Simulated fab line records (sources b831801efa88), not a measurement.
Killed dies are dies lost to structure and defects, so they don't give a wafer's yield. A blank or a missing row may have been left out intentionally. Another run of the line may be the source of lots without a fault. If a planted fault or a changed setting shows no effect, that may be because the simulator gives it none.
Which tool was responsible? ; flow gf180mcu ; 12 lots with 36 wafers sampled at 2 steps, on a route of 602 steps

WHAT EACH GAUGE READ, for each wafer
GF_CONTACT_RS_MEAS_25: measures by four-point-probe.
lot;measured;on;CONTACT_W_RS (ohm/sq)
L769;day 16 05:34;filmMetro-02;0.373 0.383 0.381
L770;day 16 18:52;filmMetro-01;0.387 0.382 0.386
L771;day 17 02:29;filmMetro-03;0.378 0.378 0.376
L772;day 17 07:03;filmMetro-03;0.371 0.379 0.370
L777;day 19 15:48;filmMetro-02;0.383 0.386 0.384
L778;day 20 00:11;filmMetro-01;0.384 0.382 0.384
L780;day 20 23:56;filmMetro-03;0.389 0.384 0.388
L783;day 22 05:08;filmMetro-02;0.375 0.385 0.378
L785;day 22 07:43;filmMetro-03;0.375 0.390 0.380
L786;day 23 02:58;filmMetro-03;0.372 0.378 0.385
L789;day 23 16:07;filmMetro-03;0.383 0.383 0.386
L790;day 23 23:06;filmMetro-03;0.378 0.389 0.383

EACH LOT AND THE TOOL THAT RAN IT (in order: tool; ch and the chambers of the sampled wafers; start)
lot;GF_NWELL_STRIP_10
L769;plasmaAsher-04 ch 0, day 3 10:11
L770;plasmaAsher-03 ch 0,1, day 3 14:17
L771;plasmaAsher-04 ch 0,1, day 3 18:08
L772;plasmaAsher-03 ch 0, day 4 00:11
L777;plasmaAsher-04 ch 0,1, day 5 03:30
L778;plasmaAsher-04 ch 0,1, day 5 09:23
L780;plasmaAsher-04 ch 0,1, day 5 22:09
L783;plasmaAsher-02 ch 0,1, day 6 17:05
L785;plasmaAsher-03 ch 0,1, day 7 02:21
L786;plasmaAsher-03 ch 0,1, day 7 13:27
L789;plasmaAsher-02 ch 0,1, day 8 02:39
L790;plasmaAsher-02 ch 0,1, day 8 06:26
- GF_NWELL_STRIP_10: strips in O2/N2.

AS READ BY THE TOOLS THEMSELVES (means over the sampled wafers that have a number; for cases with no such wafer, the mark the record gives instead)
GF_NWELL_STRIP_10.
lot;tool;drypumpMotorCurrentA (A);heaterPowerW (W);o2FlowSccm (sccm);oesProductAu (a.u.);platenTempC (C);stripTimeToEndpointS (s)
L769;plasmaAsher-04;5.2;278;2990;0.725;249.98;36.92
L770;plasmaAsher-03;5.8;337;3000;0.723;249.90;36.97
L771;plasmaAsher-04;5.6;303;2999;0.719;249.94;36.97
L772;plasmaAsher-03;6.0;305;3005;0.718;250.18;37.14
L777;plasmaAsher-04;5.4;288;3006;0.723;250.06;37.03
L778;plasmaAsher-04;5.6;303;3397;0.721;249.95;36.52
L780;plasmaAsher-04;5.6;305;3396;0.724;250.25;36.69
L783;plasmaAsher-02;5.8;317;2995;0.721;249.95;37.05
L785;plasmaAsher-03;5.6;372;2994;0.720;250.00;36.97
L786;plasmaAsher-03;5.8;331;2991;0.725;250.11;36.98
L789;plasmaAsher-02;5.7;315;2986;0.726;249.98;36.83
L790;plasmaAsher-02;5.7;312;3004;0.721;250.02;37.07

THE ANSWER, worked out from the rows above alone
Rule: what is usual is taken from the lots themselves. The widest of any qualifying gaps counts: lots, ordered by their means at a reading, are off when they make up no more than a third of the lots, leave a main group of 4 or more, and stand apart from it by 3 or more times the standard deviation of that group's means. If all means in a main group match to the digits the tables above print for the reading, that group is not used. Also off: a lot with no number at a reading for which 4 or more lots have one. All remaining lots with rows at the step are treated as sound. Order of review: gauges by route order, followed by the tools' own readings, for which a lot's mean as printed above is used. The first step at which some lot is off is used, and at that step the reading that is off furthest; a lot without a number counts as furthest.
Off: L778, L780, at GF_NWELL_STRIP_10 (o2FlowSccm). The main group: mean 2997 sccm, standard deviation 6.5.
If a tool, at that step or one of the process steps before it, ran each lot that is off and ran no sound lot following the first of them, it fits. One candidate fits, namely plasmaAsher-04 at GF_NWELL_STRIP_10. A fault onset in the window from L777 (day 5 03:30, its last sound lot) to L778 (day 5 09:23, its first lot off) fits.
On the lots that are off, the tool's own readings at GF_NWELL_STRIP_10 differ by more than 5 times the standard deviation of the sound lots' means, which bears it out; o2FlowSccm reads 3396 sccm there versus 2997 sccm on the sound lots.

WHAT WAS PUT IN BY THE SIMULATOR
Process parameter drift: plasmaAsher-04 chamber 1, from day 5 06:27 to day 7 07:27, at GF_NWELL_STRIP_10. The setting o2FlowSccm was moved by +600, starting from 3000. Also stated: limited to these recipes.
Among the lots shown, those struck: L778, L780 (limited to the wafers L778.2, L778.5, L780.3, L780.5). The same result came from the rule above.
